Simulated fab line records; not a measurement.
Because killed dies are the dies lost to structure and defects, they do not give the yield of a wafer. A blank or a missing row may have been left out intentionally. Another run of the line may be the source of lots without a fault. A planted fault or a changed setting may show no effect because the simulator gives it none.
The tool behind it: which one? + flow sfq line + 7 lots with 20 wafers sampled at 2 steps, on a route of 325 steps

## WHAT THE GAUGES READ, wafer by wafer
SFQ_M7_RS_MEAS_943: uses a four-point probe to measure.
| lot  | measured     | on            | M7_NB_RS (ohm/sq) |
|------|--------------|---------------|-------------------|
| L958 | day 68 15:32 | film metro-04 | 0.891 0.890 0.881 |
| L963 | day 72 20:25 | film metro-02 | 0.886 0.877 0.883 |
| L970 | day 74 04:11 | film metro-01 | 0.878 1.292       |
| L974 | day 78 11:44 | film metro-01 | 0.893 0.881 0.887 |
| L976 | day 79 16:38 | film metro-04 | 0.881 0.879 0.879 |
| L978 | day 79 21:29 | film metro-02 | 0.897 0.884 0.877 |
| L980 | day 80 01:42 | film metro-04 | 0.869 0.869 0.882 |

## WHICH TOOL RAN EACH LOT (tool, then ch and the chambers of the sampled wafers, then the start)
| lot  | SFQ_TRILAYER_M7_DEP_SPUTTER_175 |
|------|---------------------------------|
| L958 | pvd sputter-06, day 68 15:25    |
| L963 | pvd sputter-06, day 72 20:19    |
| L970 | pvd sputter-05, day 74 04:06    |
| L974 | pvd sputter-03, day 78 11:38    |
| L976 | pvd sputter-06, day 79 16:33    |
| L978 | pvd sputter-05, day 79 21:21    |
| L980 | pvd sputter-03, day 80 01:33    |
- SFQ_TRILAYER_M7_DEP_SPUTTER_175: material Nb, target thk 200 nm, time 133.3 s.

## THE ANSWER, worked out from the rows above alone
Rule: the usual values come from the lots themselves. Put in order of their means at a reading, lots are off if they are a third of the lots or fewer, leave a main group of 4 or more, and stand apart from it by a gap of 3 or more times the standard deviation of the main group's means; of several such gaps the widest counts. The tables above print the reading to a certain number of digits; a main group whose means all agree to those digits is not used. Also off: a lot with no number at a reading for which 4 or more lots have one. All remaining lots with rows at the step are treated as sound.
Off: at SFQ_M7_RS_MEAS_943 (M7_NB_RS), L970. Main group: mean 0.883 ohm/sq, sd 0.005.
If a tool, at a process step before that reading, ran all the lots that are off and no sound lot after the first of them, it fits. Those tools and the gauges at SFQ_M7_RS_MEAS_943 are tried in the same way. None of those tried fits.

## WHAT THE SIMULATOR HAD INSERTED
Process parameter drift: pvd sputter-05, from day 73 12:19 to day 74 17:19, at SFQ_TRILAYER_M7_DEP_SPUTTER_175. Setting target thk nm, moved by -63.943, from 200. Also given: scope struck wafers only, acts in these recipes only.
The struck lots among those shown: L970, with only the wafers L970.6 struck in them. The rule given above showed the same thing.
